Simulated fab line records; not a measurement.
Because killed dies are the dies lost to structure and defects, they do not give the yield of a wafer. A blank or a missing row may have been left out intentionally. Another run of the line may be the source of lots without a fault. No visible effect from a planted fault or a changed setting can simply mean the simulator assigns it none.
Which tool was responsible? -- flow sky130 -- 7 lots, 21 wafers sampled, at 2 steps of a route of 708

WHAT THE GAUGES SHOWED, per wafer
SKY_VT_ADJUST_LVTN_OVL_MEAS_18.
lot,measured,on,VT_ADJUST_LVTN_01_OVL (nm)
L297,day 8 00:27,overlay-01,-0.7 1.0 0.2
L300,day 9 18:51,overlay-01,-1.5 1.3 2.3
L302,day 9 22:02,overlay-02,-0.4 -2.8 -2.0
L304,day 10 03:05,overlay-01,1.0 -0.8 1.2
L306,day 10 15:26,overlay-01,0.0 0.3 0.3
L309,day 11 14:02,overlay-02,3.7 1.0 3.2

WHAT TOOL EACH LOT RAN ON (gives the tool, then ch and the chambers of the sampled wafers, and finally the start)
lot,SKY_NWELL_OXIDATION_01
L297,"furnace-01 ch 0, day 2 21:56"
L300,"furnace-01 ch 0, day 4 01:56"
L302,"furnace-02 ch 0, day 4 05:06"
L304,"furnace-02 ch 0, day 4 09:31"
L306,"furnace-02 ch 0, day 4 18:55"
L309,"furnace-01 ch 0, day 5 11:38"
L311,"furnace-01, day 5 15:56"
- SKY_NWELL_OXIDATION_01: stabilise 600 s, purge 300 s, target thk 10 nm.

THE ANSWER, worked out from the rows above alone
Rule: usual is defined by the lots themselves. Put in order of their means at a reading, lots are off if they are a third of the lots or fewer, leave a main group of 4 or more, and stand apart from it by a gap of 3 or more times the standard deviation of the main group's means; of several such gaps the widest counts. A main group whose means are all the same, to the digits that the tables above print for the reading, isn't used. A lot without any number at a reading at which 4 lots or more have one is off too. The other lots that the step has rows for count as sound.
Across all readings shown, no lot is off: no conclusion can be drawn from this.

WHAT THE SIMULATOR HAD INSERTED
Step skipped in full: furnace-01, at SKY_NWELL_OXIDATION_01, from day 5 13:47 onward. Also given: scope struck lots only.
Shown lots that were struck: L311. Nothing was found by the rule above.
